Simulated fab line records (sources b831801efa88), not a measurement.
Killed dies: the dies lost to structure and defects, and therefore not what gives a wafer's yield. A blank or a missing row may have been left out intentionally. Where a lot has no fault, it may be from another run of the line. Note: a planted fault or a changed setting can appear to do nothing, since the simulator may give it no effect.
The same fault as seen by 2 desks	flow sky130	each desk has only its own numbers; what lay behind them comes last

## METROLOGY DESK
Means of the sampled wafers that have a number, per lot and without regard to the tool the lot ran on: this is what the gauges read. The brackets show how far a lot's mean lies from the usual mean; more than 4 standard deviations puts the lot out of limits, marked OUT.
Columns: A = cd_nm at SKY_METAL1_CD_MEAS_15, usual 140.2 nm
lot	first seen here	A
L731	day 32 19:26	139.3
L732	day 33 16:32	140.3
L733	day 33 21:26	141.0
L734	day 34 13:01	140.6
L735	day 34 20:52	141.8
L742	day 36 19:02	141.5
L745	day 38 06:31	140.9
L748	day 39 13:47	139.0
L750	day 40 00:47	138.0
L752	day 40 09:31	141.2
This desk's verdict: no lot among the 10 shows anything out of limits.

## FOR THE TOOL OWNER'S DESK: rie_metal-03
The tool's own readings at SKY_METAL1_METAL_ETCH_19 (etches the open film in Cl2/BCl3, stops on SiO2, target depth 360 nm, time 78 s): means of the sampled wafers that have a number, for each lot that ran on this tool. The brackets show how far a lot's mean lies from the usual mean; more than 4 standard deviations puts the lot out of limits, marked OUT.
Columns: A = drypump_motor_current_A at SKY_METAL1_METAL_ETCH_19, usual 5.4 A; B = he_backside_leak_sccm at SKY_METAL1_METAL_ETCH_19, usual 3.41 sccm; C = mfc_cl2_sccm at SKY_METAL1_METAL_ETCH_19, usual 60.01 sccm; D = oes_product_au at SKY_METAL1_METAL_ETCH_19, usual 0.854 a.u.; E = throttle_valve_pct at SKY_METAL1_METAL_ETCH_19, usual 22.265 %
lot	first seen here	A	B	C	D	E
L734	day 34 13:16	5.4	3.22	60.16	0.859	22.268
L735	day 34 21:07	5.4	3.11	59.95	0.848	22.266
L748	day 39 14:02	5.4	3.09	59.90	0.855	22.271
L750	day 40 01:02	5.3	3.42	60.04	0.853	22.268
This desk's verdict: no lot among the 4 shows anything out of limits.

## TAKEN TOGETHER
At the metrology desk, nothing out of limits was observed.
The desk of the tool owner found nothing out of limits.

## WHAT THE SIMULATOR PUT IN
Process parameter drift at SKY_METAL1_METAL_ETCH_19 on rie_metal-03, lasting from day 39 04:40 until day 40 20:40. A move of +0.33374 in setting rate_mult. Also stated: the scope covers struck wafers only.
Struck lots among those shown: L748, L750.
